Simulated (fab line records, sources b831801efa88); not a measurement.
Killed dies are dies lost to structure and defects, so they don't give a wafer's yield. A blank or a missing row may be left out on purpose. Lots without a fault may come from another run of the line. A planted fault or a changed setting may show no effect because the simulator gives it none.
One fault seen from 2 desks | flow gf180mcu | each desk has only its own numbers; what lay behind them comes last

THE METROLOGY DESK
What the gauges read, lot by lot, whatever tool the lot ran on: means of the sampled wafers that have a number. A lot is out of limits, marked OUT, if its mean lies more than 4 standard deviations from the usual mean; the brackets give that distance.
Columns: A = V3_CVD_02_THK at GF_V3_THK_MEAS_03, usual 846 nm; B = M4_ALCU_RS at GF_M4_RS_MEAS_05, usual 0.0694 ohm/sq
lot  | first seen here | A   | B
L562 | day 21 22:07    | 852 | 0.0685
L563 | day 22 08:17    | 852 | 0.0696
L564 | day 22 13:37    | 831 | 0.0689
L565 | day 22 19:58    | 851 | 0.0696
L566 | day 23 04:47    | 833 | 0.0700
L567 | day 23 15:45    | 847 | 0.0693
L571 | day 25 00:55    | 838 | 0.0698
L578 | day 27 06:39    | 865 | 0.0694
L580 | day 27 21:38    | 832 | 0.0689
L582 | day 28 11:49    | 862 | 0.0693
L583 | day 28 12:48    | 840 | 0.0690
L584 | day 28 21:32    | 836 | 0.0694
This desk's finding: nothing out of limits on any of the 12 lots.

THE TOOL OWNER'S DESK: rie_metal-01
The tool's own readings at GF_M4_METAL_ETCH_16 (etches the open film in Cl2/BCl3, stops on SiO2, target depth 750.8 nm, time 125.1 s): means of the sampled wafers that have a number, for each lot that ran on this tool. A lot is out of limits, marked OUT, if its mean lies more than 4 standard deviations from the usual mean; the brackets give that distance.
Columns: A = drypump_motor_current_A at GF_M4_METAL_ETCH_16, usual 6.0 A; B = he_backside_leak_sccm at GF_M4_METAL_ETCH_16, usual 3.25 sccm; C = oes_product_au at GF_M4_METAL_ETCH_16, usual 0.988 a.u.; D = run_length_s at GF_M4_METAL_ETCH_16, usual 153.2 s; E = throttle_valve_pct at GF_M4_METAL_ETCH_16, usual 28.232 %
lot  | first seen here | A   | B    | C     | D               | E
L562 | day 23 22:46    | 6.1 | 3.24 | 0.991 | 152.9           | 28.231
L565 | day 24 17:33    | 5.7 | 3.24 | 0.990 | 152.8           | 28.223
L566 | day 25 03:14    | 5.4 | 3.28 | 0.995 | 152.4           | 28.225
L567 | day 25 14:11    | 6.0 | 3.20 | 1.005 | 147.9 (-11) OUT | 28.208
L571 | day 26 20:53    | 6.4 | 3.10 | 0.995 | 147.8 (-11) OUT | 28.228
L578 | day 29 00:07    | 6.4 | 3.12 | 0.988 | 152.9           | 28.223
This desk's finding: out of limits on L567, L571; first on L567, day 25 14:11 (run_length_s at GF_M4_METAL_ETCH_16). In limits: L562, L565, L566, L578.

PUT TOGETHER
The tool owner's desk could have raised an alarm at day 25 14:11, on L567, L571.
The metrology desk saw nothing out of limits.
The metrology desk has L567, L571 on record, within its limits.
Of the lots named, all ran GF_M4_METAL_ETCH_16 on rie_metal-01.

WHAT THE SIMULATOR HAD PUT IN
Process parameter drift: rie_metal-01, from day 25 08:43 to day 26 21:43, at GF_M4_METAL_ETCH_16. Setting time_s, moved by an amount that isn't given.
Lots struck among those shown: L567, L571.
Hours from the fault's start to each desk's first reading out of limits: the tool owner's desk, 5.
